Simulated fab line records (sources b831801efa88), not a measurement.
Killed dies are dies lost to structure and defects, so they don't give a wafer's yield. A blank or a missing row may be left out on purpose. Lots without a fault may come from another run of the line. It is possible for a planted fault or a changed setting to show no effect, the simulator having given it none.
What tool caused it? -- flow gf180mcu -- 36 wafers from 12 lots sampled at 3 of the route's 602 steps

WHAT THE GAUGES READ, wafer by wafer
GF_V2_RS_MEAS_24: measures by four-point-probe.
lot,measured,on,V2_W_RS (ohm/sq)
L075,day 21 06:54,film-metro-04,0.330 0.330 0.327
L077,day 21 15:11,film-metro-04,0.327 0.329 0.331
L079,day 22 09:02,film-metro-03,0.327 0.328 0.330
L081,day 23 12:46,film-metro-04,0.332 0.333 0.329
L084,day 23 23:44,film-metro-02,0.326 0.331 0.327
L085,day 24 12:19,film-metro-03,0.329 0.327 0.326
L087,day 25 03:46,film-metro-02,0.330 0.329 0.330
L089,day 25 15:04,film-metro-02,0.332 0.326 0.330
L091,day 26 08:53,film-metro-02,0.322 0.327 0.326
L093,day 27 00:38,film-metro-03,0.326 0.330 0.327
L095,day 27 09:49,film-metro-02,0.327 0.329 0.329
L097,day 27 21:10,film-metro-02,0.328 0.326 0.330

EACH LOT AND THE TOOL THAT RAN IT (in order: tool; ch and the chambers of the sampled wafers; start)
lot,GF_V1_CMP_26,GF_M2_STRIP_17
L075,"cmp-01 ch 0,3, day 19 03:52","plasma-asher-02 ch 0,1, day 20 04:50"
L077,"cmp-02 ch 1,2,3, day 19 11:44","plasma-asher-03 ch 1, day 20 12:49"
L079,"cmp-02 ch 1,2,3, day 20 07:11","plasma-asher-03 ch 0,1, day 21 07:32"
L081,"cmp-01 ch 0,3, day 21 11:10","plasma-asher-01 ch 0,1, day 22 11:49"
L084,"cmp-01 ch 0,2,3, day 21 22:02","plasma-asher-01 ch 0,1, day 22 22:19"
L085,"cmp-01 ch 0,1,3, day 22 12:33","plasma-asher-01 ch 0,1, day 23 12:07"
L087,"cmp-02 ch 0,1, day 23 04:41","plasma-asher-02 ch 0,1, day 24 04:07"
L089,"cmp-01 ch 0,2,3, day 23 16:04","plasma-asher-03 ch 0,1, day 24 14:46"
L091,"cmp-01 ch 1,2, day 24 11:42","plasma-asher-01 ch 0,1, day 25 10:01"
L093,"cmp-01 ch 1,2,3, day 25 00:53","plasma-asher-02 ch 0,1, day 26 01:51"
L095,"cmp-02 ch 0,2,3, day 25 14:23","plasma-asher-02 ch 0,1, day 26 11:26"
L097,"cmp-01 ch 2,3, day 26 02:09","plasma-asher-03 ch 0,1, day 26 22:58"
- GF_V1_CMP_26: polishes, stops on SiO2, t overpolish 15 s, target thk 0 nm.
- GF_M2_STRIP_17: strips in O2/N2.

THE ANSWER, worked out from the rows above alone
Rule: the lots themselves supply what counts as usual. Put in order of their means at a reading, lots are off if they are a third of the lots or fewer, leave a main group of 4 or more, and stand apart from it by a gap of 3 or more times the standard deviation of the main group's means; of several such gaps the widest counts. A main group is skipped when, at the precision printed for the reading in the tables above, its means are all equal. Also off: a lot with no number at a reading for which 4 or more lots have one. Any other lot the step has rows for is counted as sound.
No lot is off at any reading shown: from this, nothing can be told.

WHAT WAS PUT IN BY THE SIMULATOR
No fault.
